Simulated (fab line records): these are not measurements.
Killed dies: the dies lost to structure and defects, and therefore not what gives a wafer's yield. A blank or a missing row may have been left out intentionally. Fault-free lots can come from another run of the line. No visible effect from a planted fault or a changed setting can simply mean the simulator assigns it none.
Matching of chambers | flow gf180mcu | 4 sister chambers for GF_V2_CMP_26 on cmp-02
The step polishes, stops on SiO2, t overpolish 15 s, target thk 0 nm. 7 wafers are shown with their chamber, then 7 later ones without.

WAFERS PAIRED WITH THEIR CHAMBERS
wafer  | chamber | motor-current-A (A) | time-to-endpoint-s (s)
L949.6 | 0       | 11.8                | 80
L950.6 | 1       | 10.3                | 85
L952.2 | 2       | 12.1                | 85
L952.5 | 2       | 11.6                | 86
L952.6 | 3       | 9.9                 | 91
L953.1 | 3       | 10.1                | 86
L953.3 | 1       | 10.3                | 83

WAFERS WITHOUT THEIR CHAMBER
wafer  | motor-current-A (A) | time-to-endpoint-s (s)
L953.4 | 12.6                | 82
L955.3 | 12.5                | 81
L955.5 | 12.8                | 79
L955.6 | 10.0                | 86
L956.1 | 10.0                | 88
L956.4 | 10.9                | 83
L956.6 | 9.9                 | 86

WHICH CHAMBER EACH ONE RAN IN
wafer  | from the rows above          | in truth
L953.4 | can't be placed: 0 or 2      | 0
L955.3 | can't be placed: 0 or 2      | 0
L955.5 | can't be placed: 0 or 2      | 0
L955.6 | can't be placed: 3 or 1      | 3
L956.1 | 3                            | 3
L956.4 | can't be placed: 1 or 0 or 2 | 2
L956.6 | can't be placed: 3 or 1      | 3
Placed correctly: 1 of 7. From these rows, 6 cannot be placed; in 6 the true chamber is one of the candidates. Wrongly placed: 0.
How it was worked out, from the rows above alone: a wafer's distance from a chamber is the root of the sum, over the readings, of the square of ((its reading less the chamber's mean) divided by the reading's scatter). If the next closest chamber is less than 2 further off than the closest, the wafer can't be placed; otherwise it belongs to the closest. Each chamber's mean is taken over the wafers shown for it. The scatter is the square root of a quotient: the sum, over the shown wafers, of each reading's squared deviation from its chamber's mean, divided by wafers minus chambers.
